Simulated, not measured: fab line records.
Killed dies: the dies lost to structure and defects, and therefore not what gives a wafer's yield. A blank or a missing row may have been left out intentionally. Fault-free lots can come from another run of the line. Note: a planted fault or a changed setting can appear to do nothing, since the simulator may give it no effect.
Matching of chambers || flow sky130 || 4 sister chambers for SKY_METAL3_ETCH_17 on rie_diel-04
The step etches SiO2 in C4F8/O2/Ar, stops on TiN, time 3.9 s, target depth 15 nm. 8 wafers are shown with their chamber, then 12 later ones without.

WAFERS WITH THEIR CHAMBER
{"wafer": "L080.6", "chamber": 2, "oes_product_au (a.u.)": 0.751}
{"wafer": "L081.4", "chamber": 1, "oes_product_au (a.u.)": 0.761}
{"wafer": "L083.3", "chamber": 0, "oes_product_au (a.u.)": 0.757}
{"wafer": "L083.5", "chamber": 0, "oes_product_au (a.u.)": 0.766}
{"wafer": "L083.6", "chamber": 1, "oes_product_au (a.u.)": 0.761}
{"wafer": "L086.3", "chamber": 3, "oes_product_au (a.u.)": 0.759}
{"wafer": "L086.5", "chamber": 3, "oes_product_au (a.u.)": 0.761}
{"wafer": "L086.6", "chamber": 2, "oes_product_au (a.u.)": 0.756}

WAFERS MISSING THEIR CHAMBER
{"wafer": "L087.2", "oes_product_au (a.u.)": 0.753}
{"wafer": "L087.3", "oes_product_au (a.u.)": 0.759}
{"wafer": "L087.6", "oes_product_au (a.u.)": 0.768}
{"wafer": "L091.1", "oes_product_au (a.u.)": 0.749}
{"wafer": "L091.2", "oes_product_au (a.u.)": 0.747}
{"wafer": "L091.6", "oes_product_au (a.u.)": 0.755}
{"wafer": "L094.2", "oes_product_au (a.u.)": 0.750}
{"wafer": "L094.5", "oes_product_au (a.u.)": 0.757}
{"wafer": "L094.6", "oes_product_au (a.u.)": 0.756}
{"wafer": "L096.1", "oes_product_au (a.u.)": 0.752}
{"wafer": "L096.2", "oes_product_au (a.u.)": 0.758}
{"wafer": "L096.6", "oes_product_au (a.u.)": 0.768}

EACH ONE'S CHAMBER
{"wafer": "L087.2", "from the rows above": "can't be placed: 2 or 3", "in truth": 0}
{"wafer": "L087.3", "from the rows above": "can't be placed: 3 or 1 or 0 or 2", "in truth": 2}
{"wafer": "L087.6", "from the rows above": "can't be placed: 0 or 1 or 3", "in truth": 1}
{"wafer": "L091.1", "from the rows above": "can't be placed: 2 or 3", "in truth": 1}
{"wafer": "L091.2", "from the rows above": "can't be placed: 2 or 3", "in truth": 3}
{"wafer": "L091.6", "from the rows above": "can't be placed: 2 or 3 or 1 or 0", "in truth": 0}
{"wafer": "L094.2", "from the rows above": "can't be placed: 2 or 3", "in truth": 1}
{"wafer": "L094.5", "from the rows above": "can't be placed: 3 or 2 or 1 or 0", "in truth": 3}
{"wafer": "L094.6", "from the rows above": "can't be placed: 2 or 3 or 1 or 0", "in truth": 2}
{"wafer": "L096.1", "from the rows above": "can't be placed: 2 or 3", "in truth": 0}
{"wafer": "L096.2", "from the rows above": "can't be placed: 3 or 1 or 0 or 2", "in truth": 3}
{"wafer": "L096.6", "from the rows above": "can't be placed: 0 or 1 or 3", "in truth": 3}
Placed correctly: 0 of 12. Can't be placed from these rows: 12 (the true chamber is among the candidates in 8). Wrongly placed: 0.
How it was worked out, from the rows above alone: a wafer's distance from a chamber is the root of the sum, over the readings, of the square of ((its reading less the chamber's mean) divided by the reading's scatter). If the next closest chamber is less than 2 further off than the closest, the wafer can't be placed; otherwise it belongs to the closest. The mean given for a chamber averages the wafers shown for that chamber. How the scatter is found: for the shown wafers, subtract from each reading the mean of its chamber, square and add these, divide the total by (wafers less chambers), then take the root.
